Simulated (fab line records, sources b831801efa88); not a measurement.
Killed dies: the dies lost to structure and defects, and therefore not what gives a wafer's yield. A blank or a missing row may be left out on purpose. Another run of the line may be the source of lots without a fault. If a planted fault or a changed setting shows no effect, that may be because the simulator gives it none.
Tool commonality check :: flow sky130 :: 11 lots and 33 wafers in the sample

## WHY IT WAS OPENED
SKY_LI_CONTACT_RS_MEAS_22, reading LI_CONTACT_W_RS: flagged on 2 of 11 lots. No-fault wafers: 0.287 ohm/sq, standard deviation 0.0032.
Rule: a lot is flagged when every wafer of it that has a number lies more than 4 standard deviations from that mean, or none has a number. As for the other lots, they are considered sound.

lot: L257
measured: day 30 15:02
on: film_metro-02
LI_CONTACT_W_RS (ohm/sq), wafer by wafer: 0.290 0.286 0.290
flag: 

lot: L258
measured: day 30 17:53
on: film_metro-03
LI_CONTACT_W_RS (ohm/sq), wafer by wafer: 0.286 0.286 0.283
flag: 

lot: L261
measured: day 31 14:07
on: film_metro-03
LI_CONTACT_W_RS (ohm/sq), wafer by wafer: 0.285 0.285 0.289
flag: 

lot: L263
measured: day 32 11:03
on: film_metro-02
LI_CONTACT_W_RS (ohm/sq), wafer by wafer: 0.287 0.289 0.285
flag: 

lot: L264
measured: day 32 16:36
on: film_metro-03
LI_CONTACT_W_RS (ohm/sq), wafer by wafer: 0.283 0.284 0.282
flag: 

lot: L266
measured: day 33 08:42
on: film_metro-02
LI_CONTACT_W_RS (ohm/sq), wafer by wafer: 0.291 0.292 0.290
flag: 

lot: L267
measured: day 33 18:11
on: film_metro-01
LI_CONTACT_W_RS (ohm/sq), wafer by wafer: 0.288 0.282 0.288
flag: 

lot: L269
measured: day 34 14:19
on: film_metro-02
LI_CONTACT_W_RS (ohm/sq), wafer by wafer: 0.286 0.286 0.287
flag: 

lot: L275
measured: day 36 03:58
on: film_metro-01
LI_CONTACT_W_RS (ohm/sq), wafer by wafer: 0.285 0.288 0.287
flag: 

lot: L277
measured: day 36 11:32
on: film_metro-02
LI_CONTACT_W_RS (ohm/sq), wafer by wafer: 0.405 0.389 0.407
flag: FLAGGED

lot: L279
measured: day 36 23:04
on: film_metro-03
LI_CONTACT_W_RS (ohm/sq), wafer by wafer: 0.395 0.385 0.398
flag: FLAGGED
On average the flagged lots' numbers are 0.397 ohm/sq, which is +0.110 ohm/sq against the usual, or +34 standard deviations.

## TOOL THAT RAN EACH LOT
The record keeps 1 process step preceding the reading, out of 708 steps on the route. In each cell: the tool, then ch and the chambers that the sampled wafers went through, then the start.
lot: L257
flag: 
SKY_LI_CONTACT_CVD_21: cvd_w-02 ch 0,1, day 30 14:53

lot: L258
flag: 
SKY_LI_CONTACT_CVD_21: cvd_w-02 ch 0,1, day 30 17:46

lot: L261
flag: 
SKY_LI_CONTACT_CVD_21: cvd_w-02 ch 0,1, day 31 14:00

lot: L263
flag: 
SKY_LI_CONTACT_CVD_21: cvd_w-01 ch 0,1, day 32 10:56

lot: L264
flag: 
SKY_LI_CONTACT_CVD_21: cvd_w-01 ch 0, day 32 16:29

lot: L266
flag: 
SKY_LI_CONTACT_CVD_21: cvd_w-02 ch 0, day 33 08:27

lot: L267
flag: 
SKY_LI_CONTACT_CVD_21: cvd_w-01 ch 0,1, day 33 18:02

lot: L269
flag: 
SKY_LI_CONTACT_CVD_21: cvd_w-01 ch 0,1, day 34 14:11

lot: L275
flag: 
SKY_LI_CONTACT_CVD_21: cvd_w-01 ch 0,1, day 36 03:50

lot: L277
flag: FLAGGED
SKY_LI_CONTACT_CVD_21: cvd_w-02 ch 0,1, day 36 11:23

lot: L279
flag: FLAGGED
SKY_LI_CONTACT_CVD_21: cvd_w-02 ch 0,1, day 36 22:56
What these steps do:
- SKY_LI_CONTACT_CVD_21: deposits W, target thk 400 nm, time 120.56 s.
- SKY_LI_CONTACT_RS_MEAS_22: measures by four-point-probe.

## FLAGGED AGAINST TOTAL, ONE TOOL AT A TIME (gauges that did the reading follow at the end)
step: SKY_LI_CONTACT_CVD_21
tool: cvd_w-01
lots run: 5
flagged: 0
share of the flagged lots: none
sound lots run after its first flagged lot: -

step: SKY_LI_CONTACT_CVD_21
tool: cvd_w-02
lots run: 6
flagged: 2
share of the flagged lots: all
sound lots run after its first flagged lot: 0

step: SKY_LI_CONTACT_RS_MEAS_22
tool: film_metro-01
lots run: 2
flagged: 0
share of the flagged lots: none
sound lots run after its first flagged lot: -

step: SKY_LI_CONTACT_RS_MEAS_22
tool: film_metro-02
lots run: 5
flagged: 1
share of the flagged lots: some
sound lots run after its first flagged lot: 0

step: SKY_LI_CONTACT_RS_MEAS_22
tool: film_metro-03
lots run: 4
flagged: 1
share of the flagged lots: some
sound lots run after its first flagged lot: 0

## WHAT THE TABLE ALLOWS
Rows of the table that ran each flagged lot: 1, that is cvd_w-02 at SKY_LI_CONTACT_CVD_21.
- cvd_w-02 at SKY_LI_CONTACT_CVD_21: 2 of its 6 lots flagged. It ran its last sound lot, L266, at day 33 08:27 and its first flagged lot, L277, at day 36 11:23: a fault with its onset between the two fits. Its own readings lie more than 4 standard deviations out on every wafer of the flagged lots: susceptor_temp_C.
One tool is left: cvd_w-02 at SKY_LI_CONTACT_CVD_21.

## WHAT THE SIMULATOR HAD INSERTED
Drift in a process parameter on cvd_w-02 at SKY_LI_CONTACT_CVD_21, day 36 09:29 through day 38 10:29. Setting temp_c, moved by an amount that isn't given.
Shown lots that were struck: L277, L279. The same result came from the rule above.
